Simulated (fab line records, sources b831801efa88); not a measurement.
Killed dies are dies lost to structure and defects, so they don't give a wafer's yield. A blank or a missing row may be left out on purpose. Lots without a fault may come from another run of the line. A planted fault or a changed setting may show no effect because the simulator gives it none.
Which tool did it? | flow gf180mcu | 12 lots, 36 wafers sampled, at 6 steps of a route of 602

WHAT THE GAUGES READ, wafer by wafer
GF_V5_OVL_MEAS_15.
lot  | measured     | on         | V5_OVL (nm)
L075 | day 27 07:11 | overlay-01 | -10 -11 -2
L077 | day 28 00:07 | overlay-01 | 2 0 9
L079 | day 28 12:33 | overlay-02 | 6 2 -5
L081 | day 29 16:24 | overlay-02 | -5 -6 -5
L083 | day 30 13:23 | overlay-01 | 0 -3 2
L086 | day 31 03:14 | overlay-02 | 1 -7 -4
L088 | day 31 06:54 | overlay-02 | 7 -1 6
L089 | day 31 21:21 | overlay-02 | -2 2 5
L091 | day 32 09:05 | overlay-02 | -3 9 1
L093 | day 32 14:58 | overlay-02 | 1 3 8
L095 | day 33 00:33 | overlay-02 | 3 0 1
L097 | day 33 13:48 | overlay-02 | 7 5 10

WHICH TOOL RAN EACH LOT (tool, then ch and the chambers of the sampled wafers, then the start)
lot  | GF_V2_CMP_04                  | GF_V2_CVD_23                  | GF_M3_STRIP_17                       | GF_M4_SPUTTER_01             | GF_M4_SPUTTER_02
L075 | cmp-01 ch 0,1,2, day 19 10:00 | cvd_w-01 ch 0,1, day 20 11:04 | plasma_asher-02 ch 0,1, day 21 11:47 | pvd_sputter-03, day 22 14:13 | pvd_sputter-03, day 22 14:15
L077 | cmp-02 ch 1,2,3, day 20 04:48 | cvd_w-02 ch 0,1, day 21 06:05 | plasma_asher-03 ch 1, day 22 06:23   | pvd_sputter-02, day 23 08:29 | pvd_sputter-02, day 23 08:31
L079 | cmp-02 ch 0,3, day 20 19:37   | cvd_w-01 ch 0,1, day 21 20:15 | plasma_asher-04 ch 0,1, day 22 20:31 | pvd_sputter-03, day 23 21:53 | pvd_sputter-03, day 23 21:55
L081 | cmp-02 ch 0,1,3, day 22 05:45 | cvd_w-02 ch 0,1, day 23 06:22 | plasma_asher-03 ch 0,1, day 24 06:08 | pvd_sputter-01, day 25 06:45 | pvd_sputter-01, day 25 06:47
L083 | cmp-02 ch 0,1, day 23 07:00   | cvd_w-01 ch 0, day 24 07:22   | plasma_asher-02 ch 0,1, day 25 06:01 | pvd_sputter-03, day 26 05:56 | pvd_sputter-03, day 26 05:58
L086 | cmp-01 ch 0,3, day 24 01:50   | cvd_w-02 ch 0, day 25 01:04   | plasma_asher-04 ch 0,1, day 25 23:35 | pvd_sputter-03, day 26 23:14 | pvd_sputter-03, day 26 23:16
L088 | cmp-01 ch 0,2,3, day 24 08:06 | cvd_w-01 ch 0,1, day 25 06:46 | plasma_asher-04 ch 0,1, day 26 04:44 | pvd_sputter-02, day 27 04:07 | pvd_sputter-02, day 27 04:09
L089 | cmp-01 ch 0,1,3, day 25 01:01 | cvd_w-02 ch 0,1, day 25 23:22 | plasma_asher-03 ch 0,1, day 26 21:16 | pvd_sputter-01, day 27 19:47 | pvd_sputter-01, day 27 19:49
L091 | cmp-01 ch 0,3, day 25 15:10   | cvd_w-01 ch 0,1, day 26 12:47 | plasma_asher-02 ch 0,1, day 27 09:53 | pvd_sputter-03, day 28 08:40 | pvd_sputter-03, day 28 08:41
L093 | cmp-02 ch 1,2, day 25 23:11   | cvd_w-02 ch 0,1, day 26 21:31 | plasma_asher-02 ch 0,1, day 27 18:14 | pvd_sputter-01, day 28 16:17 | pvd_sputter-01, day 28 16:19
L095 | cmp-02 ch 1,2, day 26 10:15   | cvd_w-02 ch 0,1, day 27 07:39 | plasma_asher-02 ch 0,1, day 28 04:29 | pvd_sputter-03, day 29 02:19 | pvd_sputter-03, day 29 02:21
L097 | cmp-01 ch 0,1,3, day 27 03:28 | cvd_w-02 ch 0,1, day 28 00:34 | plasma_asher-04 ch 0, day 28 20:37   | pvd_sputter-03, day 29 18:14 | pvd_sputter-03, day 29 18:16
- GF_V2_CMP_04: polishes SiO2.
- GF_V2_CVD_23: deposits W, target thk 350 nm, time 104.94 s.
- GF_M3_STRIP_17: strips in O2/N2.
- GF_M4_SPUTTER_01: material TiN, target thk 30 nm, time 25 s.
- GF_M4_SPUTTER_02: material AlCu, target thk 450 nm, time 23.9 s.

THE ANSWER, worked out from the rows above alone
Rule: what is usual is taken from the lots themselves. Put in order of their means at a reading, lots are off if they are a third of the lots or fewer, leave a main group of 4 or more, and stand apart from it by a gap of 3 or more times the standard deviation of the main group's means; of several such gaps the widest counts. A main group whose means are all the same, to the digits that the tables above print for the reading, isn't used. A lot without any number at a reading at which 4 lots or more have one is off too. The other lots that the step has rows for count as sound.
No lot is off at any reading shown: from this, nothing can be told.

WHAT THE SIMULATOR HAD PUT IN
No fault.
